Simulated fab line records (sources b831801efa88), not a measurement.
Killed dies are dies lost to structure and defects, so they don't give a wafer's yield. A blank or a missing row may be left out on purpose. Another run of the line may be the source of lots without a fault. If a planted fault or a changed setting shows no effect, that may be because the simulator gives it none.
Comparing a struck lot with a sound one | flow sky130 | 15 out of 708 route steps
Sound: the wafers L450.2, L450.5, L450.6. Struck: wafer L454.4. (L454.1, L454.6 of the same lot were not struck and are left out.) The cause comes at the end.
Each step with rows lists, per side, the tool, then ch with its chambers, then its first start. Under that, the readings that differ: sound wafers | struck wafers | difference of the means | sigmas: that difference in standard deviations of wafers without a fault.
alike: readings with means less than 2 such deviations apart, plus words and numbers identical on both sides. not compared: withheld readings, readings lacking a value on some wafer, bounds such as >300 that could conceal the same value, and numbers that have no deviation in the record and whose values overlap.
A row with sigmas, a row that says differs or no value, or rows on one side alone: a step with any of these is where the two part. Numbers that have no deviation but don't overlap get no sigmas and don't part them. Lack of a reading on every wafer of one side parts them only where that side has two or more wafers.

SKY_VIA2_CMP_02: polishes SiO2.
  sound on cmp-02 ch 1,2, day 35 19:46; struck on cmp-01 ch 1, day 37 06:16
  alike: motor-current-A, retaining-ring-pressure-frac
SKY_VIA2_BOW_MEAS_03:
  sound on film-metro-04 at day 35 20:05; struck on film-metro-02 at day 37 06:28
  alike: VIA2_BOW
then, 8 steps without rows for these wafers: SKY_VIA2_DEHYDRATE_04 (time 60 s); SKY_VIA2_HMDS_05 (prime time 60 s); SKY_VIA2_COAT_06 (resist thk 60 nm); SKY_VIA2_COAT_07 (resist thk 450 nm); SKY_VIA2_SOFTBAKE_08 (time 90 s); SKY_VIA2_EXPOSE_09 (exposes mask VIM2, target cd 200 nm); SKY_VIA2_PEB_10; SKY_VIA2_DEVELOP_11 (develop time 60 s).
SKY_VIA2_CD_MEAS_12 targets a cd of 200 nm.
  sound on cd-sem-01 at day 36 22:13; struck on cd-sem-01 at day 38 07:48
  alike: cd-nm
SKY_VIA2_OVL_MEAS_13:
  sound on overlay-02 at day 36 22:19; struck on overlay-01 at day 38 07:55
  alike: VIA2_OVL
SKY_VIA2_ETCH_14: etches BARC in N2/H2, stops on SiO2, time 45.9 s, target depth 60 nm.
  sound on rie-diel-03 ch 1,2, day 36 22:21; struck on rie-diel-01 ch 2, day 38 07:57
  reading                                     | sound             | struck | difference | sigmas
  bias-w (W)                                  | 99.4 100.0 99.6   | 78.1   | -21.6      | -72
  drypump-motor-current-A (A)                 | 4.9 5.3 5.0       | 6.5    | +1.4       | +3
  model.KrF-thick_of_VIA2_COAT_07.thk-nm (nm) | 394.5 393.5 393.5 | 395.9  | +2.1       |
  alike: oes-product-au, throttle-valve-pct
  not compared: rf-hours-counter-h
SKY_VIA2_ETCH_15: etches SiO2 in C4F8/O2/Ar, stops on TiN, target depth 546 nm, time 84 s.
  sound on rie-diel-03 ch 1,2, day 36 22:24; struck on rie-diel-01 ch 2, day 38 08:00
  alike: bias-w, oes-product-au
  not compared: rf-hours-counter-h
SKY_PAD_OPEN_PROBE_99:
  the record has rows for the sound wafers here (prober-01, day 46 05:17) and none for the struck ones

WHERE THEY PART
Earliest at SKY_VIA2_ETCH_14; latest, in this record, at SKY_PAD_OPEN_PROBE_99.

WHY: what had been put in by the simulator
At SKY_VIA2_ETCH_14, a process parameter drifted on rie-diel-01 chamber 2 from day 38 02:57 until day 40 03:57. Setting bias-w shifted by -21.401 from 100. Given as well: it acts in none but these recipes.
